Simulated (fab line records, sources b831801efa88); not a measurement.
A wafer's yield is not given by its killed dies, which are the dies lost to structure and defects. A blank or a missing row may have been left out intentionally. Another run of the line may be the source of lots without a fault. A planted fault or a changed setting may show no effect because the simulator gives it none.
fab line records | flow gf180mcu | part 1 of 2: steps 1 to 35 of 47
[record] lots = 5 wafers = 15 last-day = 33
route steps=602 shown MVSD@73 MVPSD@78 VT_IMPLANT@90
lots with no fault: from the same line, run without faults
start-h: hours from the record's first day to the start of the lot's first wafer shown | wait-h: hours since the lot's step before | " repeats the value in the row above | L1.1+2: several wafers, shown together as one row | - no value present, or no start provided | * or withheld: withheld | < > ~ a bound
route shown NAME@n: names a module that has steps shown in the file, with the first one's number in the route | usual: mean/standard deviation of fault-free wafers | same: alike in all rows | chamber/n: place in a boat | sites: per-site readings | _std_site: the values' standard deviation | _edge_site: the outer-site mean with the inner-site mean subtracted | radius-mm: how far each site lies from the wafer's centre | mask NAME#n: copy n | behind: the last tool/chamber to shape the wafer | hold: cause of the lot's hold/its duration in hours/its outcome | device: whichever transistor did not switch (one of n, p or np) | end of line: tests run on the same wafers once the route is complete | step lacking rows: just its recipe | killed: dies that structure and defects cost at the first sort, which is not the same as the wafer's yield | map: dies across one wafer; x = killed, . = not, _ = none there
set.NAME: the run value of the setting; set.NAME@STEP: its run value at that earlier step | model.NAME: the simulator's own value behind a step, which no gauge read
lots at some steps of the route; a table a step, a row a wafer
services: from which hour (start-h, from the record's first day; less than 0 if before it) a tool's chamber was out of use, for how many hours, and why
[[steps]]
[step GF_MVSD_OVL_MEAS_07]
[usual] MVSD_OVL = 0.0/1.4
// columns lot.wafer tool chamber start-h wait-h MVSD_OVL[nm]
L074.2 overlay-02 - 85.28 - -0.9
L074.4 " - " " -0.1
L074.5 " - " " -0.2
L076.1 overlay-01 - 95.28 - 0.5
L076.3 " - " " -1.4
L076.4 " - " " 0.3
L079.1 overlay-02 - 110.98 - -0.4
L079.2 " - " " -0.3
L079.6 " - " " 0.9
L086.2 overlay-02 - 161.93 - 0.0
L086.3 " - " " 0.4
L086.6 " - " " 0.0
L092.1 overlay-02 - 188.93 - 0.6
L092.3 " - " " -1.1
L092.5 " - " " 0.4
[step GF_MVSD_IMPLANT_08]
[recipe] species = P energy-kev = 400 dose-cm2 = 1.6e+13 tilt-deg = 0
// columns lot.wafer tool chamber start-h wait-h
L074.2+4+5 implanter-01 0 85.57 0.3
L076.1+3+4 implanter-01 0 95.38 0.1
L079.1+2+6 implanter-02 0 111.01 0.0
L086.2+3+6 implanter-02 0 161.99 0.0
L092.1+3+5 implanter-01 0 188.96 0.0
[step GF_MVSD_IMPLANT_09]
[recipe] species = P energy-kev = 100 dose-cm2 = 5e+12 tilt-deg = 0
// columns lot.wafer tool chamber start-h wait-h
L074.2+4+5 implanter-01 0 85.72 0.1
L076.1+3+4 implanter-01 0 95.53 0.1
L079.1+2+6 implanter-02 0 111.16 0.1
L086.2+3+6 implanter-02 0 162.14 0.1
L092.1+3+5 implanter-01 0 189.11 0.1
[step GF_MVSD_STRIP_10]
[recipe] chemistry = O2/N2 power-w = 1400 pressure-mtorr = 1500 platen-temp-c = 250 o2-flow-sccm = 3000 n2-flow-sccm = 300 overash-fraction = 0.5
[usual] drypump-motor-current-A = 5.3/0.57 heater-power-w = 345/38 oes-product-au = 0.723/0.0044 strip-time-to-endpoint-s = 36.98/0.099
// columns lot.wafer tool chamber start-h wait-h drypump-motor-current-A heater-power-w oes-product-au rf-hours-counter-h strip-time-to-endpoint-s
L074.2 plasma-asher-03 1 85.85 0.1 4.8 366 0.720 28 36.96
L074.4 " 0 " " 4.8 399 0.726 - 37.10
L074.5 " 0 " " 4.8 399 0.720 - 36.97
L076.1 plasma-asher-03 0 95.68 0.1 4.8 391 0.724 29 36.92
L076.3 " 1 " " 4.8 363 0.717 - 36.89
L076.4 " 0 " " 4.8 396 0.721 - 36.84
L079.1 plasma-asher-04 1 111.31 0.1 5.3 298 0.723 47 37.00
L079.2 " 0 " " 5.2 303 0.729 47 37.00
L079.6 " 1 " " 5.3 310 0.725 - 37.03
L086.2 plasma-asher-04 0 162.26 0.1 5.2 306 0.724 52 37.03
L086.3 " 0 " " 5.2 311 0.728 - 37.01
L086.6 " 1 " " 5.3 308 0.722 - 36.98
L092.1 plasma-asher-04 0 189.26 0.1 5.2 305 0.716 55 36.89
L092.3 " 1 " " 5.3 302 0.730 - 37.07
L092.5 " 0 " " 5.2 304 0.718 - 37.01
[step GF_MVSD_TW_MEAS_11]
[usual] MVSD_TW = 1581/7
// columns lot.wafer tool chamber start-h wait-h MVSD_TW
L074.2 film-metro-01 - 85.96 0.1 1575
L074.4 " - " " 1578
L074.5 " - " " 1577
L076.1 film-metro-04 - 95.78 0.1 1601
L076.3 " - " " 1589
L076.4 " - " " 1584
L079.1 film-metro-04 - 111.41 0.1 1584
L079.2 " - " " 1585
L079.6 " - " " 1599
L086.2 film-metro-01 - 162.37 0.1 1584
L086.3 " - " " 1581
L086.6 " - " " 1591
L092.1 film-metro-02 - 189.36 0.1 1590
L092.3 " - " " 1579
L092.5 " - " " 1585
[step GF_MVPSD_DEHYDRATE_00]
[recipe] temp-c = 200 time-s = 60
// columns lot.wafer tool chamber start-h wait-h
L074.2+4+5 litho-track-01 0 92.18 6.2
L076.1+3+4 litho-track-02 0 101.51 5.7
L079.1+2+6 litho-track-03 0 118.14 6.7
L086.2+3+6 litho-track-02 0 169.69 7.3
L092.1+3+5 litho-track-02 0 197.36 8.0
[step GF_MVPSD_HMDS_01]
[recipe] prime-time-s = 60 prime-temp-c = 120
// columns lot.wafer tool chamber start-h wait-h
L074.2+4+5 litho-track-01 0 92.33 0.1
L076.1+3+4 litho-track-02 0 101.66 0.1
L079.1+2+6 litho-track-03 0 118.29 0.1
L086.2+3+6 litho-track-02 0 169.84 0.1
L092.1+3+5 litho-track-02 0 197.51 0.1
[step GF_MVPSD_COAT_02]
[recipe] spin-rpm = 2000 resist-thk-nm = 3000
// columns lot.wafer tool chamber start-h wait-h
L074.2+4+5 litho-track-01 0 92.48 0.1
L076.1+3+4 litho-track-02 0 101.81 0.1
L079.1+2+6 litho-track-03 0 118.44 0.1
L086.2+3+6 litho-track-02 0 169.99 0.1
L092.1+3+5 litho-track-02 0 197.66 0.1
[step GF_MVPSD_SOFTBAKE_03]
[recipe] temp-c = 110 time-s = withheld
// columns lot.wafer tool chamber start-h wait-h
L074.2+4+5 litho-track-01 0 92.64 0.1
L076.1+3+4 litho-track-02 0 101.96 0.1
L079.1+2+6 litho-track-03 0 118.59 0.1
L086.2+3+6 litho-track-02 0 170.14 0.1
L092.1+3+5 litho-track-02 0 197.81 0.1
[step GF_MVPSD_EXPOSE_04]
[recipe] mask-id = MVPSD target-cd-nm = 1000 na = 0.6 source-shape = conventional sigma-outer = 0.6 dose-mj = 260
[usual] stage-vel-mm-s = 500.03/0.23
// columns lot.wafer tool chamber start-h wait-h mask stage-vel-mm-s
L074.2 iline-stepper-01 0 - - MVPSD#0 499.81
L074.4 " 0 " " MVPSD#0 500.22
L074.5 " 0 " " MVPSD#0 499.83
L076.1 iline-stepper-01 0 - - MVPSD#0 499.86
L076.3 " 0 " " MVPSD#0 500.31
L076.4 " 0 " " MVPSD#0 499.97
L079.1 iline-stepper-02 0 - - MVPSD#0 499.73
L079.2 " 0 " " MVPSD#0 500.08
L079.6 " 0 " " MVPSD#0 500.09
L086.2 iline-stepper-02 0 - - MVPSD#0 499.91
L086.3 " 0 " " MVPSD#0 500.27
L086.6 " 0 " " MVPSD#0 500.02
L092.1 iline-stepper-02 0 - - MVPSD#0 499.70
L092.3 " 0 " " MVPSD#0 499.89
L092.5 " 0 " " MVPSD#0 499.67
[step GF_MVPSD_PEB_05]
[recipe] temp-c = 115 time-s = withheld
// columns lot.wafer tool chamber start-h wait-h
L074.2+4+5 litho-track-02 0 - -
L076.1+3+4 litho-track-02 0 - -
L079.1+2+6 litho-track-01 0 - -
L086.2+3+6 litho-track-01 0 - -
L092.1+3+5 litho-track-03 0 - -
[step GF_MVPSD_DEVELOP_06]
[recipe] wall-angle-deg = 90 develop-time-s = 60 dev-temp-c = 23
// columns lot.wafer tool chamber start-h wait-h
L074.2+4+5 litho-track-02 0 - -
L076.1+3+4 litho-track-02 0 - -
L079.1+2+6 litho-track-01 0 - -
L086.2+3+6 litho-track-01 0 - -
L092.1+3+5 litho-track-03 0 - -
[step GF_MVPSD_OVL_MEAS_07]
[usual] MVPSD_OVL = -0.1/1.6
// columns lot.wafer tool chamber start-h wait-h MVPSD_OVL[nm]
L074.2 overlay-02 - 99.32 - -1.3
L074.4 " - " " -1.2
L074.5 " - " " -0.3
L076.1 overlay-02 - 109.41 - -0.7
L076.3 " - " " -1.0
L076.4 " - " " -2.7
L079.1 overlay-02 - 126.21 - -0.6
L079.2 " - " " 1.5
L079.6 " - " " 1.9
L086.2 overlay-02 - 178.31 - -1.4
L086.3 " - " " 0.3
L086.6 " - " " -0.4
L092.1 overlay-01 - 206.49 - 0.6
L092.3 " - " " 1.6
L092.5 " - " " 2.3
[step GF_MVPSD_IMPLANT_08]
[recipe] species = B energy-kev = 170 dose-cm2 = 1.5e+13 tilt-deg = 0
// columns lot.wafer tool chamber start-h wait-h
L074.2+4+5 implanter-04 0 99.37 0.0
L076.1+3+4 implanter-01 0 109.45 0.0
L079.1+2+6 implanter-01 0 126.24 0.0
L086.2+3+6 implanter-01 0 178.37 0.0
L092.1+3+5 implanter-03 0 206.52 0.0
[step GF_MVPSD_IMPLANT_09]
[recipe] species = B energy-kev = 40 dose-cm2 = 5e+12 tilt-deg = 0
// columns lot.wafer tool chamber start-h wait-h
L074.2+4+5 implanter-04 0 99.52 0.1
L076.1+3+4 implanter-01 0 109.60 0.1
L079.1+2+6 implanter-01 0 126.39 0.1
L086.2+3+6 implanter-01 0 178.52 0.1
L092.1+3+5 implanter-03 0 206.67 0.1
[step GF_MVPSD_STRIP_10]
[recipe] chemistry = O2/N2 power-w = 1400 pressure-mtorr = 1500 platen-temp-c = 250 o2-flow-sccm = 3000 n2-flow-sccm = 300 overash-fraction = 0.5
[usual] drypump-motor-current-A = 5.8/0.59 heater-power-w = 346/35 oes-product-au = 0.723/0.0046 strip-time-to-endpoint-s = 36.95/0.088
// columns lot.wafer tool chamber start-h wait-h drypump-motor-current-A heater-power-w oes-product-au rf-hours-counter-h strip-time-to-endpoint-s
L074.2 plasma-asher-02 0 99.65 0.1 6.3 313 0.722 45 36.96
L074.4 " 0 " " 6.3 317 0.728 - 36.84
L074.5 " 0 " " 6.3 323 0.717 - 36.90
L076.1 plasma-asher-01 0 109.75 0.1 5.7 385 0.724 46 36.88
L076.3 " 1 " " 5.5 305 0.724 - 37.07
L076.4 " 0 " " 5.6 390 0.719 - 36.93
L079.1 plasma-asher-02 0 126.54 0.1 6.3 307 0.730 1 36.76
L079.2 " 1 " " 6.4 356 0.722 1 36.75
L079.6 " 1 " " 6.4 352 0.724 - 36.97
L086.2 plasma-asher-02 1 178.64 0.1 6.4 356 0.729 7 37.00
L086.3 " 1 " " 6.4 359 0.718 - 37.23
L086.6 " 1 " " 6.4 343 0.721 - 37.09
L092.1 plasma-asher-02 0 206.82 0.1 6.3 302 0.731 10 36.92
L092.3 " 1 " " 6.4 344 0.717 - 36.95
L092.5 " 0 " " 6.3 313 0.718 - 36.83
[step GF_MVPSD_TW_MEAS_11]
[usual] MVPSD_TW = 553.8/2.3
// columns lot.wafer tool chamber start-h wait-h MVPSD_TW
L074.2 film-metro-01 - 99.76 0.1 552.2
L074.4 " - " " 552.5
L074.5 " - " " 552.8
L076.1 film-metro-04 - 109.85 0.1 558.7
L076.3 " - " " 557.1
L076.4 " - " " 559.2
L079.1 film-metro-04 - 126.64 0.1 553.9
L079.2 " - " " 553.6
L079.6 " - " " 552.5
L086.2 film-metro-01 - 178.75 0.1 556.1
L086.3 " - " " 552.9
L086.6 " - " " 555.2
L092.1 film-metro-04 - 206.92 0.1 553.5
L092.3 " - " " 553.3
L092.5 " - " " 553.8
[step GF_VT_IMPLANT_DEHYDRATE_00]
[recipe] temp-c = 200 time-s = 60
// columns lot.wafer tool chamber start-h wait-h
L074.2+4+5 litho-track-02 0 105.99 6.2
L076.1+3+4 litho-track-04 0 116.58 6.7
L079.1+2+6 litho-track-02 0 133.46 6.8
L086.2+3+6 litho-track-04 0 186.00 7.2
L092.1+3+5 litho-track-02 0 215.21 8.3
[step GF_VT_IMPLANT_HMDS_01]
[recipe] prime-time-s = 60 prime-temp-c = 120
// columns lot.wafer tool chamber start-h wait-h
L074.2+4+5 litho-track-02 0 106.14 0.1
L076.1+3+4 litho-track-04 0 116.73 0.1
L079.1+2+6 litho-track-02 0 133.61 0.1
L086.2+3+6 litho-track-04 0 186.15 0.1
L092.1+3+5 litho-track-02 0 215.36 0.1
[step GF_VT_IMPLANT_COAT_02]
[recipe] resist = NOVOLAK spin-rpm = 3000 resist-thk-nm = 1000
// columns lot.wafer tool chamber start-h wait-h
L074.2+4+5 litho-track-02 0 106.29 0.1
L076.1+3+4 litho-track-04 0 116.88 0.1
L079.1+2+6 litho-track-02 0 133.76 0.1
L086.2+3+6 litho-track-04 0 186.30 0.1
L092.1+3+5 litho-track-02 0 215.51 0.1
[step GF_VT_IMPLANT_SOFTBAKE_03]
[recipe] temp-c = 90 time-s = 60 resist = NOVOLAK
// columns lot.wafer tool chamber start-h wait-h
L074.2+4+5 litho-track-02 0 106.44 0.1
L076.1+3+4 litho-track-04 0 117.03 0.1
L079.1+2+6 litho-track-02 0 133.91 0.1
L086.2+3+6 litho-track-04 0 186.45 0.1
L092.1+3+5 litho-track-02 0 215.66 0.1
[step GF_VT_IMPLANT_EXPOSE_04]
[recipe] mask-id = LVPWELL_LV_AREA target-cd-nm = 600 na = 0.6 source-shape = conventional sigma-outer = 0.6 dose-mj = 140
[usual] stage-vel-mm-s = 499.99/0.24
// columns lot.wafer tool chamber start-h wait-h mask stage-vel-mm-s
L074.2 iline-stepper-02 0 - - LVPWELL_LV_AREA#0 500.13
L074.4 " 0 " " LVPWELL_LV_AREA#0 500.20
L074.5 " 0 " " LVPWELL_LV_AREA#0 500.26
L076.1 iline-stepper-02 0 - - LVPWELL_LV_AREA#0 500.33
L076.3 " 0 " " LVPWELL_LV_AREA#0 500.54
L076.4 " 0 " " LVPWELL_LV_AREA#0 500.21
L079.1 iline-stepper-02 0 - - LVPWELL_LV_AREA#0 500.00
L079.2 " 0 " " LVPWELL_LV_AREA#0 499.93
L079.6 " 0 " " LVPWELL_LV_AREA#0 500.28
L086.2 iline-stepper-01 0 - - LVPWELL_LV_AREA#0 500.15
L086.3 " 0 " " LVPWELL_LV_AREA#0 500.06
L086.6 " 0 " " LVPWELL_LV_AREA#0 500.02
L092.1 iline-stepper-01 0 - - LVPWELL_LV_AREA#0 499.52
L092.3 " 0 " " LVPWELL_LV_AREA#0 499.93
L092.5 " 0 " " LVPWELL_LV_AREA#0 499.42
[step GF_VT_IMPLANT_PEB_05]
[recipe] temp-c = withheld time-s = * resist = NOVOLAK
// columns lot.wafer tool chamber start-h wait-h
L074.2+4+5 litho-track-02 0 - -
L076.1+3+4 litho-track-02 0 - -
L079.1+2+6 litho-track-03 0 - -
L086.2+3+6 litho-track-03 0 - -
L092.1+3+5 litho-track-02 0 - -
[step GF_VT_IMPLANT_DEVELOP_06]
[recipe] develop-time-s = 60 dev-temp-c = 23
// columns lot.wafer tool chamber start-h wait-h
L074.2+4+5 litho-track-02 0 113.74 0.1
L076.1+3+4 litho-track-02 0 124.36 0.1
L079.1+2+6 litho-track-03 0 141.99 0.1
L086.2+3+6 litho-track-03 0 195.41 0.1
L092.1+3+5 litho-track-02 0 224.51 0.1
[step GF_VT_IMPLANT_OVL_MEAS_07]
[usual] VT_IMPLANT_OVL = -0.8/1.3
// columns lot.wafer tool chamber start-h wait-h VT_IMPLANT_OVL[nm]
L074.2 overlay-02 - 113.87 0.1 -2.9
L074.4 " - " " -3.7
L074.5 " - " " -1.7
L076.1 overlay-01 - 124.51 0.1 -3.0
L076.3 " - " " -1.8
L076.4 " - " " -2.8
L079.1 overlay-01 - 142.14 0.1 -1.7
L079.2 " - " " 0.1
L079.6 " - " " -1.5
L086.2 overlay-02 - 195.54 0.1 -0.2
L086.3 " - " " -1.5
L086.6 " - " " -0.2
L092.1 overlay-02 - 224.66 0.1 -0.9
L092.3 " - " " -0.8
L092.5 " - " " 0.5
[step GF_VT_IMPLANT_IMPLANT_08]
[recipe] species = BF2 energy-kev = 20 dose-cm2 = 8.29e+12 tilt-deg = 7
// columns lot.wafer tool chamber start-h wait-h
L074.2+4+5 implanter-04 0 113.92 0.0
L076.1+3+4 implanter-04 0 124.55 0.0
L079.1+2+6 implanter-02 0 142.18 0.0
L086.2+3+6 implanter-04 0 195.60 0.0
L092.1+3+5 implanter-03 0 224.70 0.0
[step GF_VT_IMPLANT_STRIP_09]
[recipe] chemistry = O2/N2 power-w = 1400 pressure-mtorr = 1500 platen-temp-c = 250 o2-flow-sccm = 3000 n2-flow-sccm = 300 overash-fraction = 0.5
[usual] drypump-motor-current-A = 5.9/0.48 heater-power-w = 325/30 oes-product-au = 0.716/0.0044 strip-time-to-endpoint-s = 12.655/0.029
// columns lot.wafer tool chamber start-h wait-h drypump-motor-current-A heater-power-w oes-product-au rf-hours-counter-h strip-time-to-endpoint-s
L074.2 plasma-asher-01 1 114.05 0.1 5.5 304 0.715 47 12.659
L074.4 " 0 " " 5.7 391 0.714 - 12.620
L074.5 " 1 " " 5.5 306 0.719 - 12.627
L076.1 plasma-asher-04 1 124.70 0.1 5.3 304 0.725 48 12.680
L076.3 " 0 " " 5.2 302 0.712 - 12.673
L076.4 " 1 " " 5.3 297 0.710 - 12.678
L079.1 plasma-asher-04 0 142.33 0.1 5.2 295 0.713 50 12.655
L079.2 " 1 " " 5.3 306 0.711 50 12.640
L079.6 " 1 " " 5.4 308 0.713 - 12.666
L086.2 plasma-asher-02 0 195.72 0.1 6.3 302 0.718 8 12.694
L086.3 " 1 " " 6.4 348 0.716 - 12.697
L086.6 " 0 " " 6.2 308 0.721 - 12.675
L092.1 plasma-asher-01 1 224.85 0.1 5.5 303 0.714 58 12.696
L092.3 " 1 " " 5.5 301 0.719 - 12.683
L092.5 " 1 " " 5.5 298 0.716 - 12.675
[step GF_VT_IMPLANT_TW_MEAS_10]
[usual] VT_IMPLANT_TW = 561/5.2
// columns lot.wafer tool chamber start-h wait-h VT_IMPLANT_TW
L074.2 film-metro-03 - 114.16 0.1 557
L074.4 " - " " 561
L074.5 " - " " 558
L076.1 film-metro-03 - 124.80 0.1 558
L076.3 " - " " 560
L076.4 " - " " 556
L079.1 film-metro-03 - 142.43 0.1 556
L079.2 " - " " 558
L079.6 " - " " 556
L086.2 film-metro-03 - 195.83 0.1 554
L086.3 " - " " 552
L086.6 " - " " 553
L092.1 film-metro-03 - 224.95 0.1 554
L092.3 " - " " 555
L092.5 " - " " 555
[step GF_VT_IMPLANT_DEHYDRATE_11]
[recipe] temp-c = 200 time-s = 60
// columns lot.wafer tool chamber start-h wait-h
L074.2+4+5 litho-track-02 0 120.84 6.7
L076.1+3+4 litho-track-02 0 131.51 6.7
L079.1+2+6 litho-track-04 0 149.38 6.9
L086.2+3+6 litho-track-04 0 204.05 8.2
L092.1+3+5 litho-track-02 0 233.96 9.0
[step GF_VT_IMPLANT_HMDS_12]
[recipe] prime-time-s = 60 prime-temp-c = 120
// columns lot.wafer tool chamber start-h wait-h
L074.2+4+5 litho-track-02 0 120.99 0.1
L076.1+3+4 litho-track-02 0 131.66 0.1
L079.1+2+6 litho-track-04 0 149.53 0.1
L086.2+3+6 litho-track-04 0 204.20 0.1
L092.1+3+5 litho-track-02 0 234.11 0.1
[step GF_VT_IMPLANT_COAT_13]
[recipe] resist = NOVOLAK spin-rpm = 3000 resist-thk-nm = 1000
// columns lot.wafer tool chamber start-h wait-h
L074.2+4+5 litho-track-02 0 121.14 0.1
L076.1+3+4 litho-track-02 0 131.81 0.1
L079.1+2+6 litho-track-04 0 149.68 0.1
L086.2+3+6 litho-track-04 0 204.35 0.1
L092.1+3+5 litho-track-02 0 234.26 0.1
[step GF_VT_IMPLANT_SOFTBAKE_14]
[recipe] temp-c = 90 time-s = 60 resist = NOVOLAK
// columns lot.wafer tool chamber start-h wait-h
L074.2+4+5 litho-track-02 0 121.29 0.1
L076.1+3+4 litho-track-02 0 131.96 0.1
L079.1+2+6 litho-track-04 0 149.83 0.1
L086.2+3+6 litho-track-04 0 204.50 0.1
L092.1+3+5 litho-track-02 0 234.41 0.1
[step GF_VT_IMPLANT_EXPOSE_15]
[recipe] mask-id = Nwell_LV_AREA target-cd-nm = 860 na = 0.6 source-shape = conventional sigma-outer = 0.6 dose-mj = 140
[usual] stage-vel-mm-s = 499.97/0.25
// columns lot.wafer tool chamber start-h wait-h mask stage-vel-mm-s
L074.2 iline-stepper-02 0 - - Nwell_LV_AREA#0 499.65
L074.4 " 0 " " Nwell_LV_AREA#0 499.93
L074.5 " 0 " " Nwell_LV_AREA#0 499.97
L076.1 iline-stepper-01 0 - - Nwell_LV_AREA#0 500.12
L076.3 " 0 " " Nwell_LV_AREA#0 499.66
L076.4 " 0 " " Nwell_LV_AREA#0 500.09
L079.1 iline-stepper-01 0 - - Nwell_LV_AREA#0 499.36
L079.2 " 0 " " Nwell_LV_AREA#0 499.67
L079.6 " 0 " " Nwell_LV_AREA#0 499.83
L086.2 iline-stepper-01 0 - - Nwell_LV_AREA#0 499.63
L086.3 " 0 " " Nwell_LV_AREA#0 499.99
L086.6 " 0 " " Nwell_LV_AREA#0 499.87
L092.1 iline-stepper-01 0 - - Nwell_LV_AREA#0 499.95
L092.3 " 0 " " Nwell_LV_AREA#0 499.80
L092.5 " 0 " " Nwell_LV_AREA#0 499.65
[step GF_VT_IMPLANT_PEB_16]
[recipe] temp-c = withheld time-s = * resist = NOVOLAK
// columns lot.wafer tool chamber start-h wait-h
L074.2+4+5 litho-track-04 0 - -
L076.1+3+4 litho-track-02 0 - -
L079.1+2+6 litho-track-02 0 - -
L086.2+3+6 litho-track-03 0 - -
L092.1+3+5 litho-track-04 0 - -
[step GF_VT_IMPLANT_DEVELOP_17]
[recipe] develop-time-s = 60 dev-temp-c = 23
// columns lot.wafer tool chamber start-h wait-h
L074.2+4+5 litho-track-04 0 128.80 0.1
L076.1+3+4 litho-track-02 0 139.41 0.1
L079.1+2+6 litho-track-02 0 157.26 0.1
L086.2+3+6 litho-track-03 0 213.56 0.1
L092.1+3+5 litho-track-04 0 243.28 0.1
